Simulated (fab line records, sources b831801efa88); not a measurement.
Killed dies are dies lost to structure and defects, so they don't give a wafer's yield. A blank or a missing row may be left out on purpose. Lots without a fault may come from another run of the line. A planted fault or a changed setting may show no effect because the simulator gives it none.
fab line records | flow sky130
record lots=6 wafers=18 last_day=50
route steps=708 shown RES_XHIGH@339 SD_N@342 SD_P@359 PAD_OPEN@708
lots that met no fault: from a run of the same line without faults
start_h: hours from the record's first day to the start of the lot's first wafer shown | wait_h: hours since the lot's step before | " the same as in the row above | L1.1+2: a row that stands for several wafers | - no value, or no start given | * or withheld: withheld | < > ~ a bound
route shown NAME@n: a module of which the file shows steps, and the number in the route of the first | usual: mean/standard deviation of fault-free wafers | same: alike in all rows | chamber/n: place in a boat | sites: the reading at each site | _std_site: their standard deviation | _edge_site: outer sites' mean less inner sites' | radius_mm: how far each site lies from the wafer's centre | mask NAME#n: copy n | behind: the tool/chamber that last shaped the wafer | hold: why the lot was held/for how many hours/how that ended | device: the transistor (n, p or np) that didn't switch | end of line: the same wafers' tests at the end of the route | a step without rows: its recipe alone | killed: dies lost to structure and defects at the first sort, not the wafer's yield | map: a wafer's dies, x killed, . not, _ none there
set.NAME: the setting as run; set.NAME@STEP: as run at that earlier step | model.NAME: the simulator's own value behind a step, which no gauge read
lots at some steps of the route; a table a step, a row a wafer
services: from which hour (start_h, from the record's first day; less than 0 if before it) a tool's chamber was out of use, for how many hours, and why
## steps
# step SKY_RES_XHIGH_IMPLANT_07
# recipe species=BF2 energy_kev=20 dose_cm2=3.6e+14 tilt_deg=0
# step SKY_RES_XHIGH_STRIP_08
# recipe chemistry=O2/N2 power_w=1400 pressure_mtorr=1500 platen_temp_c=withheld o2_flow_sccm=3000 n2_flow_sccm=300 overash_fraction=0.5
# usual drypump_motor_current_A=5.6/0.59 oes_product_au=0.711/0.0042 strip_time_to_endpoint_s=14.26/0.037
# columns lot.wafer tool chamber start_h wait_h drypump_motor_current_A oes_product_au rf_hours_counter_h strip_time_to_endpoint_s
L853.3 plasma_asher-03 0 658.91 0.1 4.9 0.703 - 14.26
L853.4 " 1 " " 6.3 0.714 - 14.26
L853.5 " 1 " " 6.3 0.710 - 14.27
L858.2 plasma_asher-02 1 695.99 0.1 5.4 0.705 26 14.27
L858.3 " 1 " " 5.4 0.712 - 14.24
L858.4 " 0 " " 4.9 0.708 - 14.24
L864.2 plasma_asher-02 1 733.59 0.1 5.4 0.719 29 14.24
L864.4 " 1 " " 5.4 0.712 - 14.21
L864.6 " 1 " " 5.4 0.710 - 14.23
L863.1 plasma_asher-02 1 734.48 0.1 5.4 0.720 30 14.31
L863.5 " 0 " " 4.9 0.717 - 14.33
L863.6 " 1 " " 5.3 0.704 - 14.24
L872.1 plasma_asher-01 1 796.98 0.1 5.6 0.718 5 14.21
L872.2 " 0 " " 6.4 0.712 5 14.20
L872.6 " 1 " " 5.7 0.707 - 14.23
L873.2 plasma_asher-02 0 800.04 0.1 4.9 0.706 36 14.24
L873.4 " 0 " " 4.9 0.715 - 14.25
L873.6 " 1 " " 5.4 0.715 - 14.26
# step SKY_RES_XHIGH_TW_MEAS_09
# usual RES_XHIGH_TW=1644/7.9
# columns lot.wafer tool chamber start_h wait_h RES_XHIGH_TW
L853.3 film_metro-03 - 659.00 0.1 1641
L853.4 " - " " 1642
L853.5 " - " " 1643
L858.2 film_metro-02 - 696.10 0.1 1653
L858.3 " - " " 1647
L858.4 " - " " 1647
L864.2 film_metro-03 - 733.70 0.1 1636
L864.4 " - " " 1636
L864.6 " - " " 1643
L863.1 film_metro-03 - 734.58 0.1 1641
L863.5 " - " " 1645
L863.6 " - " " 1650
L872.1 film_metro-03 - 797.08 0.1 1643
L872.2 " - " " 1637
L872.6 " - " " 1642
L873.2 film_metro-02 - 800.15 0.1 1642
L873.4 " - " " 1640
L873.6 " - " " 1644
# step SKY_SD_N_DEHYDRATE_00
# recipe temp_c=200 time_s=60
# step SKY_SD_N_HMDS_01
# recipe prime_time_s=60 prime_temp_c=120
# step SKY_SD_N_COAT_02
# recipe resist=NOVOLAK spin_rpm=3000 resist_thk_nm=1140
# step SKY_SD_N_SOFTBAKE_03
# recipe temp_c=90 time_s=60 resist=NOVOLAK
# step SKY_SD_N_EXPOSE_04
# recipe mask_id=NSDM na=0.6 source_shape=conventional sigma_outer=0.6 polarization=unpolarized target_cd_nm=380 dose_mj=141
# step SKY_SD_N_PEB_05
# recipe temp_c=withheld time_s=* resist=NOVOLAK
# step SKY_SD_N_DEVELOP_06
# recipe resist=NOVOLAK developer=TMAH develop_time_s=60 dev_temp_c=23
# step SKY_SD_N_CD_MEAS_07
# recipe target_cd_nm=380
# usual cd_nm=380.8/2.1
# columns lot.wafer tool chamber start_h wait_h cd_nm
L853.3 cd_sem-01 - 687.00 0.1 380.6
L853.4 " - " " 379.3
L853.5 " - " " 378.4
L858.2 cd_sem-01 - 723.73 0.2 383.7
L858.3 " - " " 380.7
L858.4 " - " " 379.2
L864.2 cd_sem-01 - 761.32 0.1 380.3
L864.4 " - " " 381.3
L864.6 " - " " 380.6
L863.1 cd_sem-02 - 762.13 0.1 380.3
L863.5 " - " " 382.5
L863.6 " - " " 381.7
L872.1 cd_sem-01 - 822.76 0.1 386.3
L872.2 " - " " 384.3
L872.6 " - " " 382.4
L873.2 cd_sem-01 - 825.88 0.1 379.9
L873.4 " - " " 380.0
L873.6 " - " " 380.1
# step SKY_SD_N_OVL_MEAS_08
# usual SD_N_OVL=-0.3/1.3
# columns lot.wafer tool chamber start_h wait_h SD_N_OVL[nm]
L853.3 overlay-01 - 687.10 0.1 -0.4
L853.4 " - " " -2.5
L853.5 " - " " -0.1
L858.2 overlay-01 - 723.83 0.1 -0.2
L858.3 " - " " 0.0
L858.4 " - " " 1.4
L864.2 overlay-01 - 761.43 0.1 -0.9
L864.4 " - " " -0.7
L864.6 " - " " -0.7
L863.1 overlay-01 - 762.25 0.1 -0.3
L863.5 " - " " -1.6
L863.6 " - " " -1.1
L872.1 overlay-01 - 822.88 0.1 -0.3
L872.2 " - " " -2.3
L872.6 " - " " -1.7
L873.2 overlay-02 - 825.99 0.1 -2.8
L873.4 " - " " -1.2
L873.6 " - " " -0.4
# step SKY_SD_N_IMPLANT_09
# recipe species=As energy_kev=50 dose_cm2=4e+15 tilt_deg=0
# usual beam_energy_keV=49.998/0.015 faraday_current_uA=12871/960
# columns lot.wafer tool chamber start_h wait_h beam_energy_keV faraday_current_uA model.implant.rp_nm model.implant.drp_nm
L853.3 implanter-02 0 687.17 0.1 49.975 11713 31.43 14.11
L853.4 " 0 " " 49.991 12278 31.43 14.11
L853.5 " 0 " " 49.958 11531 31.43 14.11
L858.2 implanter-03 0 723.89 0.0 50.018 13552 32.63 14.11
L858.3 " 0 " " 50.001 13930 32.63 14.11
L858.4 " 0 " " 50.008 13548 32.63 14.11
L864.2 implanter-03 0 761.48 0.0 46.320 13338 31.02 13.33
L864.4 " 0 " " 46.307 13686 31.02 13.33
L864.6 " 0 " " 46.327 13383 31.02 13.33
L863.1 implanter-03 0 762.28 0.0 46.307 13434 30.27 13.33
L863.5 " 0 " " 46.282 13835 30.27 13.33
L863.6 " 0 " " 46.292 13883 30.27 13.33
L872.1 implanter-02 0 822.92 0.0 50.011 11643 32.36 14.11
L872.2 " 0 " " 50.012 11927 32.36 14.11
L872.6 " 0 " " 49.988 11927 32.36 14.11
L873.2 implanter-02 0 826.05 0.0 49.969 11901 31.86 14.11
L873.4 " 0 " " 49.989 12079 31.86 14.11
L873.6 " 0 " " 50.017 11944 31.86 14.11
# step SKY_SD_N_IMPLANT_10
# recipe species=P energy_kev=20 dose_cm2=1e+14 tilt_deg=0
# step SKY_SD_N_STRIP_11
# recipe chemistry=O2/N2 power_w=1400 pressure_mtorr=1500 platen_temp_c=withheld o2_flow_sccm=3000 n2_flow_sccm=300 overash_fraction=0.5
# usual drypump_motor_current_A=5.8/0.54 oes_product_au=0.527/0.0049 strip_time_to_endpoint_s=22.56/0.041
# columns lot.wafer tool chamber start_h wait_h drypump_motor_current_A oes_product_au rf_hours_counter_h strip_time_to_endpoint_s
L853.3 plasma_asher-03 0 687.45 0.1 4.9 0.530 - 22.55
L853.4 " 1 " " 6.3 0.535 - 22.55
L853.5 " 1 " " 6.3 0.530 - 22.56
L858.2 plasma_asher-04 0 724.16 0.1 5.8 0.524 90 22.55
L858.3 " 0 " " 5.7 0.531 - 22.52
L858.4 " 1 " " 6.0 0.531 - 22.52
L864.2 plasma_asher-03 0 761.76 0.1 4.9 0.537 62 22.00
L864.4 " 1 " " 6.3 0.543 - 22.02
L864.6 " 0 " " 4.9 0.535 - 22.04
L863.1 plasma_asher-03 1 762.58 0.1 6.4 0.528 62 21.94
L863.5 " 0 " " 4.9 0.531 - 21.93
L863.6 " 1 " " 6.3 0.536 - 21.97
L872.1 plasma_asher-03 1 823.22 0.1 6.3 0.531 68 22.49
L872.2 " 0 " " 4.9 0.517 68 22.53
L872.6 " 1 " " 6.3 0.522 - 22.55
L873.2 plasma_asher-03 1 826.32 0.1 6.3 0.524 69 22.60
L873.4 " 1 " " 6.4 0.526 - 22.63
L873.6 " 0 " " 4.9 0.525 - 22.64
# step SKY_SD_N_TW_MEAS_12
# usual SD_N_TW=3997/23
# columns lot.wafer tool chamber start_h wait_h SD_N_TW
L853.3 film_metro-02 - 687.54 0.1 3991
L853.4 " - " " 3978
L853.5 " - " " 3983
L858.2 film_metro-03 - 724.27 0.1 4005
L858.3 " - " " 4007
L858.4 " - " " 4011
L864.2 film_metro-02 - 761.87 0.1 3932
L864.4 " - " " 3918
L864.6 " - " " 3914
L863.1 film_metro-03 - 762.68 0.1 3915
L863.5 " - " " 3915
L863.6 " - " " 3931
L872.1 film_metro-01 - 823.32 0.1 4009
L872.2 " - " " 4019
L872.6 " - " " 4019
L873.2 film_metro-02 - 826.43 0.1 3986
L873.4 " - " " 3985
L873.6 " - " " 3970
# step SKY_SD_N_CLEAN_13
# recipe chemistry=SC1/SC2 mix=1:4:20 temp_c=70 time_s=150 dry=n2_spin
# step SKY_SD_N_RTA_14
# recipe temp_c=1075 time_s=2 idle_temp_c=650 ramp_up_c_per_s=150 ramp_down_c_per_s=90 ambient=N2
# usual lamp_power_pct=15.73/0.053 wafer_temp_C_max=1078.0/1.5
# columns lot.wafer tool chamber start_h wait_h lamp_power_pct wafer_temp_C_max
L853.3 rtp_anneal-02 0 687.65 0.0 15.75 1075.3
L853.4 " 0 " " 15.77 1078.7
L853.5 " 0 " " 15.56 1079.9
L858.2 rtp_anneal-01 0 724.38 0.0 15.64 1077.5
L858.3 " 0 " " 15.75 1075.9
L858.4 " 0 " " 15.75 1078.3
L864.2 rtp_anneal-02 0 761.98 0.0 15.66 1077.8
L864.4 " 0 " " 15.74 1074.2
L864.6 " 0 " " 15.77 1079.5
L863.1 rtp_anneal-01 0 762.79 0.0 15.72 1078.8
L863.5 " 0 " " 15.73 1079.2
L863.6 " 0 " " 15.81 1074.5
L872.1 rtp_anneal-01 0 823.43 0.0 15.72 1076.6
L872.2 " 0 " " 15.71 1079.9
L872.6 " 0 " " 15.77 1077.0
L873.2 rtp_anneal-02 0 826.54 0.0 15.68 1077.5
L873.4 " 0 " " 15.74 1078.4
L873.6 " 0 " " 15.69 1078.6
# step SKY_SD_N_RS_MEAS_16
# recipe thk_meas_gauge=four-point-probe
# usual SD_N_RS=68.61/0.12
# columns lot.wafer tool chamber start_h wait_h SD_N_RS[ohm/sq]
L853.3 film_metro-02 - 687.84 0.1 68.75
L853.4 " - " " 68.65
L853.5 " - " " 68.59
L858.2 film_metro-02 - 724.57 0.1 68.85
L858.3 " - " " 68.80
L858.4 " - " " 68.99
L864.2 film_metro-02 - 762.16 0.1 71.44
L864.4 " - " " 71.34
L864.6 " - " " 71.21
L863.1 film_metro-01 - 762.97 0.1 71.24
L863.5 " - " " 71.16
L863.6 " - " " 71.31
L872.1 film_metro-02 - 823.66 0.1 68.53
L872.2 " - " " 68.61
L872.6 " - " " 68.64
L873.2 film_metro-03 - 826.72 0.1 68.41
L873.4 " - " " 68.47
L873.6 " - " " 68.53
# step SKY_SD_N_RS_MEAS_17
# recipe thk_meas_gauge=four-point-probe
# usual SD_P_RS=147.1/0.39
# columns lot.wafer tool chamber start_h wait_h SD_P_RS[ohm/sq]
L853.3 film_metro-02 - 687.96 0.1 146.9
L853.4 " - " " 147.0
L853.5 " - " " 146.6
L858.2 film_metro-02 - 724.69 0.1 147.7
L858.3 " - " " 147.8
L858.4 " - " " 147.8
L864.2 film_metro-02 - 762.28 0.1 147.2
L864.4 " - " " 147.2
L864.6 " - " " 147.1
L863.1 film_metro-01 - 763.09 0.1 146.8
L863.5 " - " " 146.7
L863.6 " - " " 147.1
L872.1 film_metro-02 - 823.78 0.1 146.9
L872.2 " - " " 147.3
L872.6 " - " " 147.3
L873.2 film_metro-03 - 826.84 0.1 146.8
L873.4 " - " " 146.2
L873.6 " - " " 146.4
# step SKY_PAD_OPEN_PROBE_99
# usual killed_at_M0_to_M3=43/7 killed_at_M4_up=3.1/1.9 killed_at_contacts=25/6.1 killed_at_front_end=15/4.5 killed_at_other=0.3/0.55 killed_dies=87/8.9 killed_open=47/6.4 killed_short=40/6.6
# same gross_dies=492 killed_at_back_side=0
# columns lot.wafer tool chamber start_h wait_h killed_at_M0_to_M3 killed_at_M4_up killed_at_contacts killed_at_front_end killed_at_other killed_dies killed_open killed_short model.etest.res_ndiff.line_ohm_um model.etest.res_ndiff.rs_ohm_sq model.etest.res_ndiff_hv.rs_ohm_sq
L853.3 prober-02 - 1106.37 0.2 47 7 28 7 0 89 47 41 786.5 122.1 115
L853.4 prober-02 - 1106.42 0.2 43 5 30 16 0 94 54 40 767.5 120.7 114.4
L853.5 prober-02 - 1106.47 0.2 49 0 26 9 0 84 45 38 773.9 121.5 115
L858.2 prober-02 - 1136.22 0.1 37 4 37 12 0 90 51 39 761.4 118.5 114.3
L858.3 prober-02 - 1136.27 0.2 53 2 29 12 0 96 49 47 789.4 119.7 113.7
L858.4 prober-02 - 1136.32 0.2 40 3 34 10 0 87 46 40 755.2 118.6 112.9
L863.1 prober-01 - 1161.37 0.1 33 2 18 16 1 70 35 35 797.2 124.9 117.9
L863.5 prober-01 - 1161.57 0.2 33 4 18 21 0 76 30 45 776.3 123.5 117.5
L863.6 prober-01 - 1161.62 0.2 52 1 22 12 0 87 55 31 775.5 124.7 117.6
L864.2 prober-02 - 1162.92 0.1 39 7 24 12 0 82 46 36 762.7 121.6 115.7
L864.4 prober-02 - 1163.02 0.2 40 1 28 9 3 81 48 32 776.6 122.4 115.1
L864.6 prober-02 - 1163.12 0.2 42 1 17 17 0 77 30 47 788 122.6 116
L872.1 prober-01 - 1198.71 0.1 38 2 23 16 0 79 38 41 776.3 119 113.3
L872.2 prober-01 - 1198.76 0.1 48 1 23 9 0 81 47 34 788.9 121.1 113
L872.6 prober-01 - 1198.96 0.2 53 8 26 20 0 107 53 54 756.6 120 113.6
L873.2 prober-01 - 1204.32 0.1 48 3 29 12 1 93 43 50 777.3 119.6 113.6
L873.4 prober-01 - 1204.42 0.2 42 1 25 23 0 91 49 42 788.6 120.5 114
L873.6 prober-01 - 1204.52 0.2 45 2 28 18 0 93 55 38 780.4 121.1 113.4
# killed by level:class
L853.3 METAL2:geometric_particle:short=11 LI_CONTACT:geometric_particle:open=8 CONTACT:geometric_particle:open=8 VIA1:geometric_particle:open=8 CONTACT:geometric_particle:short=7 VIA3:geometric_particle:open=7 VIA1:geometric_particle:short=4 VIA2:geometric_particle:open=4
L853.4 VIA1:geometric_particle:open=12 CONTACT:geometric_particle:open=10 VIA2:geometric_particle:open=9 LI_CONTACT:geometric_particle:open=7 CONTACT:geometric_particle:short=6 METAL2:geometric_particle:short=6 FIELD_ISO:geometric_particle:short=4 FIELD_ISO:geometric_particle:open=4
L853.5 LI_CONTACT:geometric_particle:open=10 VIA1:geometric_particle:open=10 VIA3:geometric_particle:open=9 CONTACT:geometric_particle:open=8 METAL2:geometric_particle:short=7 CONTACT:geometric_particle:short=6 VIA1:geometric_particle:short=6 VIA2:geometric_particle:open=5
L858.2 CONTACT:geometric_particle:open=14 LI_CONTACT:geometric_particle:open=8 VIA3:geometric_particle:open=8 LOCAL_INTERCONNECT:geometric_particle:short=5 CONTACT:geometric_particle:short=5 VIA1:geometric_particle:short=5 VIA1:geometric_particle:open=5 FIELD_ISO:geometric_particle:open=4
L858.3 LI_CONTACT:geometric_particle:open=10 CONTACT:geometric_particle:open=9 VIA1:geometric_particle:open=9 VIA3:geometric_particle:open=7 METAL2:geometric_particle:short=6 VIA2:geometric_particle:short=6 METAL1:geometric_particle:short=5 VIA1:geometric_particle:short=5
L858.4 VIA2:geometric_particle:open=11 CONTACT:geometric_particle:open=10 LI_CONTACT:geometric_particle:open=7 CONTACT:geometric_particle:short=6 METAL1:geometric_particle:short=6 VIA1:geometric_particle:open=6 LOCAL_INTERCONNECT:geometric_particle:short=5 VIA3:geometric_particle:open=5
L863.1 FIELD_ISO:geometric_particle:short=7 CONTACT:geometric_particle:open=7 VIA3:geometric_particle:open=7 VIA2:geometric_particle:open=6 LI_CONTACT:geometric_particle:open=5 METAL2:geometric_particle:short=5 POLY_GATE:geometric_particle:short=4 POLY_GATE:geometric_particle:open=3
L863.5 CONTACT:geometric_particle:open=8 FIELD_ISO:geometric_particle:short=7 METAL2:geometric_particle:short=6 METAL3:geometric_particle:short=6 VIA1:geometric_particle:short=5 CONTACT:geometric_particle:short=4 METAL4:geometric_particle:short=4 POLY_GATE:geometric_particle:open=3
L863.6 VIA1:geometric_particle:open=12 VIA2:geometric_particle:open=10 VIA3:geometric_particle:open=7 METAL1:geometric_particle:short=6 METAL2:geometric_particle:short=6 CONTACT:geometric_particle:short=5 CONTACT:geometric_particle:open=5 POLY_GATE:geometric_particle:open=4
L864.2 VIA2:geometric_particle:open=10 CONTACT:geometric_particle:open=9 VIA1:geometric_particle:short=7 CONTACT:geometric_particle:short=6 VIA1:geometric_particle:open=6 VIA3:geometric_particle:open=5 METAL4:geometric_particle:short=5 POLY_GATE:geometric_particle:open=4
L864.4 VIA1:geometric_particle:open=13 CONTACT:geometric_particle:short=8 VIA2:geometric_particle:open=8 VIA1:geometric_particle:short=7 CONTACT:geometric_particle:open=7 LI_CONTACT:geometric_particle:open=6 VIA3:geometric_particle:open=6 FIELD_ISO:geometric_particle:short=4
L864.6 VIA1:geometric_particle:open=11 LI_CONTACT:geometric_particle:short=7 METAL1:geometric_particle:short=5 VIA1:geometric_particle:short=5 VIA2:geometric_particle:short=5 CONTACT:geometric_particle:open=4 METAL3:geometric_particle:short=4 METAL2:geometric_particle:short=4
L872.1 CONTACT:geometric_particle:open=9 VIA1:geometric_particle:open=9 METAL2:geometric_particle:short=8 FIELD_ISO:geometric_particle:short=6 LOCAL_INTERCONNECT:geometric_particle:short=5 METAL1:geometric_particle:short=5 POLY_GATE:geometric_particle:short=4 LI_CONTACT:geometric_particle:open=4
L872.2 VIA3:geometric_particle:open=10 VIA1:geometric_particle:open=9 CONTACT:geometric_particle:short=6 METAL2:geometric_particle:short=6 FIELD_ISO:geometric_particle:open=5 CONTACT:geometric_particle:open=5 VIA2:geometric_particle:short=5 VIA3:geometric_particle:short=5
L872.6 VIA1:geometric_particle:open=14 LI_CONTACT:geometric_particle:open=7 CONTACT:geometric_particle:open=7 METAL2:geometric_particle:short=7 FIELD_ISO:geometric_particle:short=6 VIA1:geometric_particle:short=6 METAL4:geometric_particle:short=6 VIA2:geometric_particle:short=6
L873.2 VIA1:geometric_particle:open=11 VIA1:geometric_particle:short=10 CONTACT:geometric_particle:open=9 LI_CONTACT:geometric_particle:open=7 LI_CONTACT:geometric_particle:short=6 CONTACT:geometric_particle:short=6 METAL2:geometric_particle:short=6 FIELD_ISO:geometric_particle:short=5
L873.4 VIA1:geometric_particle:open=10 FIELD_ISO:geometric_particle:open=8 LI_CONTACT:geometric_particle:open=7 METAL1:geometric_particle:short=7 POLY_GATE:geometric_particle:open=6 CONTACT:geometric_particle:open=6 LOCAL_INTERCONNECT:geometric_particle:short=6 POLY_GATE:geometric_particle:short=4
L873.6 CONTACT:geometric_particle:open=16 VIA1:geometric_particle:open=9 VIA2:geometric_particle:open=8 VIA3:geometric_particle:open=7 POLY_GATE:geometric_particle:short=6 FIELD_ISO:geometric_particle:short=5 METAL1:geometric_particle:short=5 LI_CONTACT:geometric_particle:open=5
## services
# columns tool chamber start_h hours kind
implanter-02 - 674.84 3.0 repair
plasma_asher-01 - 733.75 9.0 pm
plasma_asher-01 0 733.75 9.0 vent_cycle
plasma_asher-01 1 733.75 9.0 vent_cycle
plasma_asher-01 0 742.75 - clean
plasma_asher-01 1 742.75 - clean
implanter-02 - 762.55 5.2 pm
implanter-03 - 785.79 1.7 repair
plasma_asher-03 - 799.25 2.8 pm
plasma_asher-04 - 813.30 14.6 pm
## key
first_sign step=SKY_SD_N_IMPLANT_09 reading=beam_energy_keV direction=down sigmas=99+ usual=* struck=*
effect step=SKY_SD_N_STRIP_11 reading=strip_time_to_endpoint_s direction=down sigmas=14 usual=* struck=*
effect step=SKY_SD_N_TW_MEAS_12 reading=SD_N_TW direction=down sigmas=3.3 usual=3997 struck=3921
effect step=SKY_SD_N_RS_MEAS_16 reading=SD_N_RS direction=up sigmas=23 usual=68.61 struck=71.28
model_effect step=SKY_SD_N_IMPLANT_09 value=implant.rp_nm without=32.62 struck=30.65
model_effect step=SKY_PAD_OPEN_PROBE_99 value=etest.res_ndiff.line_ohm_um without=753.9 struck=779.4
met_at SKY_SD_N_IMPLANT_09
struck_wafers L863.1,L863.5,L863.6,L864.2,L864.4,L864.6
tester_left_out L863,L864
onset_between 723.89 761.48
fault kind=process_parameter_drift tool=implanter-03 chamber=- onset_h=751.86 steps=SKY_SD_N_IMPLANT_09 channel=energy_kev offset=* shape=step end_h=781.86 acts_in=* stated=*
# tester_left_out: of these lots the tester's yield and bins aren't shown, on N5 and GAA mostly nor the transistor test; their killed dies are dies lost to structure and defects alone, not to doping, threshold or leakage, so they don't give the yield
